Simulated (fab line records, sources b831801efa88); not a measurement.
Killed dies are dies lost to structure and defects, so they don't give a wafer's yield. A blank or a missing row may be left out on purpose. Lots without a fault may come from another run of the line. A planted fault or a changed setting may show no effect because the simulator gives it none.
Chamber matching | flow sky130 | SKY_VIA1_CMP_24 on cmp-02: 4 sister chambers
The step polishes, stops on SiO2, t overpolish 15 s, target thk 0 nm. 4 wafers are shown with their chamber, then 7 later ones without.

WAFERS WITH THEIR CHAMBER
wafer  | chamber | motor_current_A (A)
L812.5 | 3       | 10.4
L818.2 | 0       | 12.0
L822.3 | 1       | 10.4
L822.4 | 2       | 9.8

WAFERS WITHOUT THEIR CHAMBER
wafer  | motor_current_A (A)
L822.5 | 11.5
L826.1 | 9.7
L826.5 | 11.5
L826.6 | 10.1
L828.1 | 9.7
L828.5 | 10.9
L828.6 | 9.6

WHICH CHAMBER EACH WENT THROUGH
wafer  | from the rows above               | in truth
L822.5 | can't be placed: 0 or 1 or 3      | 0
L826.1 | can't be placed: 2 or 1 or 3      | 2
L826.5 | can't be placed: 0 or 1 or 3      | 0
L826.6 | can't be placed: 2 or 1 or 3      | 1
L828.1 | can't be placed: 2 or 1 or 3      | 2
L828.5 | can't be placed: 1 or 3 or 0 or 2 | 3
L828.6 | can't be placed: 2 or 1 or 3      | 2
Placed correctly: 0 of 7. Can't be placed from these rows: 7 (the true chamber is among the candidates in 7). Placed wrongly: 0.
How it was worked out, from the rows above alone: a wafer's distance from a chamber is the root of the sum, over the readings, of the square of ((its reading less the chamber's mean) divided by the reading's scatter). The wafer belongs to the nearest chamber; if the next one is less than 2 further off, it can't be placed. A chamber's mean is the mean of its shown wafers. The scatter: with one shown wafer a chamber, the root of the mean of the squares of how far each hidden wafer lies from its nearest shown one.
